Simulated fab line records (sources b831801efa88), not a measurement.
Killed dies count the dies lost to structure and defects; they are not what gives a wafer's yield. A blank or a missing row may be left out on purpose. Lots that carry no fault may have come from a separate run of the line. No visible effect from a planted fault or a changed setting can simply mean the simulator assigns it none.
Matching of chambers :: flow sky130 :: 4 sister chambers for SKY_FIELD_ISO_CMP_27 on cmp-01
The step polishes, stops on Si3N4, t overpolish 16 s, target thk 457.8 nm. 8 wafers are shown with their chamber, then 8 later ones without.

## EACH WAFER AND ITS CHAMBER
wafer: L345.2
chamber: 1
motor_current_A (A): 13.2
overpolish_run_s (s): 15.990

wafer: L348.2
chamber: 2
motor_current_A (A): 11.6
overpolish_run_s (s): 16.012

wafer: L348.5
chamber: 2
motor_current_A (A): 11.7
overpolish_run_s (s): 15.999

wafer: L348.6
chamber: 3
motor_current_A (A): 14.5
overpolish_run_s (s): 15.998

wafer: L355.3
chamber: 1
motor_current_A (A): 14.3
overpolish_run_s (s): 16.000

wafer: L355.5
chamber: 3
motor_current_A (A): 14.4
overpolish_run_s (s): 15.996

wafer: L355.6
chamber: 0
motor_current_A (A): 11.4
overpolish_run_s (s): 16.013

wafer: L356.2
chamber: 0
motor_current_A (A): 11.4
overpolish_run_s (s): 15.991

## WAFERS WITH NO CHAMBER GIVEN
wafer: L356.3
motor_current_A (A): 13.4
overpolish_run_s (s): 15.990

wafer: L356.6
motor_current_A (A): 11.3
overpolish_run_s (s): 15.993

wafer: L360.3
motor_current_A (A): 14.3
overpolish_run_s (s): 16.000

wafer: L360.4
motor_current_A (A): 13.8
overpolish_run_s (s): 16.007

wafer: L360.5
motor_current_A (A): 11.8
overpolish_run_s (s): 15.995

wafer: L366.3
motor_current_A (A): 11.0
overpolish_run_s (s): 15.991

wafer: L366.4
motor_current_A (A): 12.1
overpolish_run_s (s): 15.997

wafer: L366.5
motor_current_A (A): 11.3
overpolish_run_s (s): 16.013

## EACH ONE'S CHAMBER
wafer: L356.3
from the rows above: can't be placed: 1 or 3
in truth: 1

wafer: L356.6
from the rows above: can't be placed: 0 or 2
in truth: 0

wafer: L360.3
from the rows above: can't be placed: 3 or 1
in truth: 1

wafer: L360.4
from the rows above: can't be placed: 1 or 3
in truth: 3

wafer: L360.5
from the rows above: can't be placed: 2 or 0
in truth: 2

wafer: L366.3
from the rows above: can't be placed: 0 or 2
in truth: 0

wafer: L366.4
from the rows above: can't be placed: 2 or 0
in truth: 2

wafer: L366.5
from the rows above: can't be placed: 0 or 2
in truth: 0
Correctly placed: 0 of 8. These rows do not allow placing 8 (true chamber among the candidates in 8). Wrongly placed: 0.
How it was worked out, from the rows above alone: a wafer's distance from a chamber is the root of the sum, over the readings, of the square of ((its reading less the chamber's mean) divided by the reading's scatter). If the next closest chamber is less than 2 further off than the closest, the wafer can't be placed; otherwise it belongs to the closest. Each chamber's mean is taken over the wafers shown for it. The scatter: the root of (the sum of the squares of (reading less its chamber's mean) over the shown wafers, divided by (wafers less chambers)).
